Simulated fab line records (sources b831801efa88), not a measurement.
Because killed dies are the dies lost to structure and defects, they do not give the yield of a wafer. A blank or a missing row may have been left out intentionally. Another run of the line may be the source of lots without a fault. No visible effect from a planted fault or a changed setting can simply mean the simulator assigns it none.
Which of the tools did it? | flow gf180mcu | Sampling: 11 lots, 33 wafers, 5 of 602 route steps

## WHAT THE GAUGES SHOWED, per wafer
GF_HV_LDD_CD_MEAS_31 targets a cd of 400 nm. Usual: cdNm reads 399.8 nm (standard deviation 2.1).
lot  | measured     | on       | cdNm (nm)         | flag
L485 | day 11 08:55 | cdSem-01 | 398.6 398.0 400.7 | 
L487 | day 12 02:53 | cdSem-01 | 395.7 398.2 397.6 | 
L491 | day 13 20:50 | cdSem-01 | 397.0 399.1       | 
L497 | day 15 14:10 | cdSem-01 | 401.3 401.5 397.7 | 
L500 | day 16 20:56 | cdSem-02 | 396.3 395.1 396.1 | 
L502 | day 17 04:49 | cdSem-02 | 401.7 400.7 402.5 | 
L503 | day 17 10:57 | cdSem-02 | 400.0 397.5 398.8 | 
L504 | day 17 20:18 | cdSem-02 | 402.5 402.0 399.1 | 
L505 | day 18 02:41 | cdSem-01 | 397.2 397.7 397.0 | 
L506 | day 18 10:03 | cdSem-01 | 400.1 399.3 400.6 | 
L508 | day 19 01:03 | cdSem-01 | 398.6 399.0 397.3 | 

GF_V1_THK_MEAS_03. Usual: for V1_CVD_02_THK the level is 848 nm and the standard deviation is 12.
lot  | measured     | on           | V1_CVD_02_THK (nm) | flag
L485 | day 16 21:13 | filmMetro-02 | 841 851 845        | 
L487 | day 17 20:18 | filmMetro-01 | 855 834 853        | 
L491 | day 19 22:21 | filmMetro-01 | 848 857            | 
L497 | day 21 19:05 | filmMetro-02 | 832 854 843        | 
L500 | day 23 05:44 | filmMetro-01 | 822 842 837        | 
L502 | day 23 12:40 | filmMetro-04 | 851 864 858        | 
L503 | day 23 19:35 | filmMetro-04 | 861 859 864        | 
L504 | day 24 04:39 | filmMetro-02 | 847 863 864        | 
L505 | day 24 10:14 | filmMetro-04 | 832 842 853        | 
L506 | day 24 15:19 | filmMetro-01 | 859 851 859        | 
L508 | day 25 04:50 | filmMetro-04 | 845 831 849        | 

## EACH LOT AND THE TOOL THAT RAN IT (in order: tool; ch and the chambers of the sampled wafers; start)
lot  | GF_STI_ETCH_13                   | GF_STI_ETCH_14                 | GF_STI_STRIP_15
L485 | rieDiel-03 ch 0,2,3, day 2 00:41 | rieSi-02 ch 0,3, day 2 00:46   | plasmaAsher-04 ch 0,1, day 2 00:52
L487 | rieDiel-02 ch 0,2,3, day 2 12:41 | rieSi-02 ch 0,1,3, day 2 12:46 | plasmaAsher-04 ch 0,1, day 2 12:50
L491 | rieDiel-02 ch 0,1,3, day 3 08:26 | rieSi-02 ch 0,1,3, day 3 08:31 | plasmaAsher-01 ch 0,1, day 3 08:35
L497 | rieDiel-03 ch 1,3, day 4 16:17   | rieSi-01 ch 0,3, day 4 16:22   | plasmaAsher-04 ch 0, day 4 16:26
L500 | rieDiel-03 ch 0,1,3, day 5 08:44 | rieSi-01 ch 0,1, day 5 08:49   | plasmaAsher-03 ch 0,1, day 5 08:53
L502 | rieDiel-01 ch 0,2,3, day 5 17:35 | rieSi-02 ch 0,1,2, day 5 17:42 | plasmaAsher-04 ch 0,1, day 5 17:46
L503 | rieDiel-03 ch 0,1,3, day 5 22:14 | rieSi-02 ch 0,2, day 5 22:19   | plasmaAsher-03 ch 0,1, day 5 22:23
L504 | rieDiel-01 ch 1,3, day 6 04:08   | rieSi-02 ch 0,2, day 6 04:13   | plasmaAsher-04 ch 0,1, day 6 04:19
L505 | rieDiel-02 ch 0,2,3, day 6 09:02 | rieSi-01 ch 0,1,3, day 6 09:07 | plasmaAsher-04 ch 0,1, day 6 09:13
L506 | rieDiel-01 ch 1,2,3, day 6 14:20 | rieSi-01 ch 0,1,2, day 6 14:25 | plasmaAsher-03 ch 0,1, day 6 14:29
L508 | rieDiel-01 ch 2,3, day 7 00:29   | rieSi-02 ch 0,2,3, day 7 00:34 | plasmaAsher-04 ch 0,1, day 7 00:38
- GF_STI_ETCH_13: etches the open film in CHF3/O2, stops on Si, target depth 282.31 nm, time 112.9 s.
- GF_STI_ETCH_14: etches Si in HBr/Cl2/O2, target depth 360 nm, time 102.9 s.
- GF_STI_STRIP_15: strips in O2/N2.

## AS READ BY THE TOOLS THEMSELVES (means over the sampled wafers that have a number; for cases with no such wafer, the mark the record gives instead)
GF_STI_ETCH_13. Usual: drypumpMotorCurrentA 5.8 A, standard deviation 0.36; oesProductAu 0.835 a.u., standard deviation 0.0064; rfFwdPowerW 596.7 W, standard deviation 1.9; throttleValvePct 8.811 %, standard deviation 0.0091.
lot  | tool       | drypumpMotorCurrentA (A) | oesProductAu (a.u.) | rfFwdPowerW (W) | throttleValvePct (%) | flag
L485 | rieDiel-03 | 5.7                      | 0.829               | 595.4           | 8.819                | 
L487 | rieDiel-02 | 5.9                      | 0.842               | 597.5           | 8.815                | 
L491 | rieDiel-02 | 6.0                      | 0.799               | 596.8           | 8.807                | OFF
L497 | rieDiel-03 | 5.4                      | 0.844               | 597.1           | 8.808                | 
L500 | rieDiel-03 | 5.6                      | 0.835               | 596.9           | 8.810                | 
L502 | rieDiel-01 | 5.9                      | 0.831               | 596.5           | 8.805                | 
L503 | rieDiel-03 | 5.6                      | 0.842               | 596.1           | 8.805                | 
L504 | rieDiel-01 | 5.7                      | 0.843               | 597.0           | 8.811                | 
L505 | rieDiel-02 | 5.9                      | 0.839               | 595.6           | 8.815                | 
L506 | rieDiel-01 | 5.6                      | 0.838               | 598.0           | 8.806                | 
L508 | rieDiel-01 | 5.8                      | 0.835               | 598.4           | 8.809                | 

GF_STI_ETCH_14. Usual: drypumpMotorCurrentA 6.1 A, standard deviation 0.47; mfcCl2Sccm 40.01 sccm, standard deviation 0.13; oesProductAu 1.003 a.u., standard deviation 0.0087; rfFwdPowerW 596.3 W, standard deviation 2.3; throttleValvePct 25.654 %, standard deviation 0.012.
lot  | tool     | drypumpMotorCurrentA (A) | mfcCl2Sccm (sccm) | oesProductAu (a.u.) | rfFwdPowerW (W) | throttleValvePct (%) | flag
L485 | rieSi-02 | 6.3                      | 39.97             | 0.995               | 595.6           | 25.664               | 
L487 | rieSi-02 | 6.2                      | 39.95             | 1.005               | 595.1           | 25.657               | 
L491 | rieSi-02 | 6.2                      | 40.04             | 0.789               | 597.4           | 25.797               | OFF
L497 | rieSi-01 | 5.2                      | 40.08             | 1.002               | 597.5           | 25.649               | 
L500 | rieSi-01 | 6.1                      | 39.77             | 0.998               | 594.6           | 25.662               | 
L502 | rieSi-02 | 6.2                      | 39.94             | 1.003               | 597.1           | 25.648               | 
L503 | rieSi-02 | 6.2                      | 40.04             | 0.996               | 596.1           | 25.665               | 
L504 | rieSi-02 | 6.4                      | 39.98             | 1.000               | 596.0           | 25.665               | 
L505 | rieSi-01 | 5.7                      | 40.00             | 1.006               | 598.4           | 25.657               | 
L506 | rieSi-01 | 5.9                      | 40.06             | 1.004               | 596.6           | 25.654               | 
L508 | rieSi-02 | 6.4                      | 39.98             | 1.007               | 597.6           | 25.650               | 

GF_STI_STRIP_15. Usual: drypumpMotorCurrentA 5.4 A, standard deviation 0.42; heaterPowerW 327 W, standard deviation 24; oesProductAu 0.383 a.u., standard deviation 0.0054; stripTimeToEndpointS 3.72 s, standard deviation 0.053.
lot  | tool           | drypumpMotorCurrentA (A) | heaterPowerW (W) | oesProductAu (a.u.) | stripTimeToEndpointS (s) | flag
L485 | plasmaAsher-04 | 5.1                      | 332              | 0.381               | 3.71                     | 
L487 | plasmaAsher-04 | 5.3                      | 343              | 0.386               | 3.71                     | 
L491 | plasmaAsher-01 | 5.6                      | 332              | 0.398               | 4.05                     | OFF
L497 | plasmaAsher-04 | 5.0                      | 328              | 0.385               | 3.81                     | 
L500 | plasmaAsher-03 | 5.6                      | 296              | 0.381               | 3.70                     | 
L502 | plasmaAsher-04 | 5.2                      | 339              | 0.380               | 3.72                     | 
L503 | plasmaAsher-03 | 5.6                      | 300              | 0.383               | 3.72                     | 
L504 | plasmaAsher-04 | 5.1                      | 334              | 0.389               | 3.78                     | 
L505 | plasmaAsher-04 | 5.1                      | 336              | 0.376               | 3.66                     | 
L506 | plasmaAsher-03 | 5.3                      | 316              | 0.381               | 3.70                     | 
L508 | plasmaAsher-04 | 5.1                      | 337              | 0.384               | 3.69                     | 

## THE ANSWER, worked out from the rows above alone
Rule: lot off if the mean of its wafers having a number is beyond 3 standard deviations from the usual mean. Also off: a lot with no number at a reading for which 4 or more lots have one. Any other lot the step has rows for is counted as sound. The gauges are gone through in route order, then the tools' own readings, and for those a lot's mean is taken as printed above. At the first step where some lot is off, the reading lying furthest off is the one used; lots without a number count as furthest.
Off: L491 (GF_STI_ETCH_13, oesProductAu).
If a tool, at that step or one of the process steps before it, ran each lot that is off and ran no sound lot following the first of them, it fits. Not one of the candidates tried fits.

## WHAT THE SIMULATOR HAD PUT IN
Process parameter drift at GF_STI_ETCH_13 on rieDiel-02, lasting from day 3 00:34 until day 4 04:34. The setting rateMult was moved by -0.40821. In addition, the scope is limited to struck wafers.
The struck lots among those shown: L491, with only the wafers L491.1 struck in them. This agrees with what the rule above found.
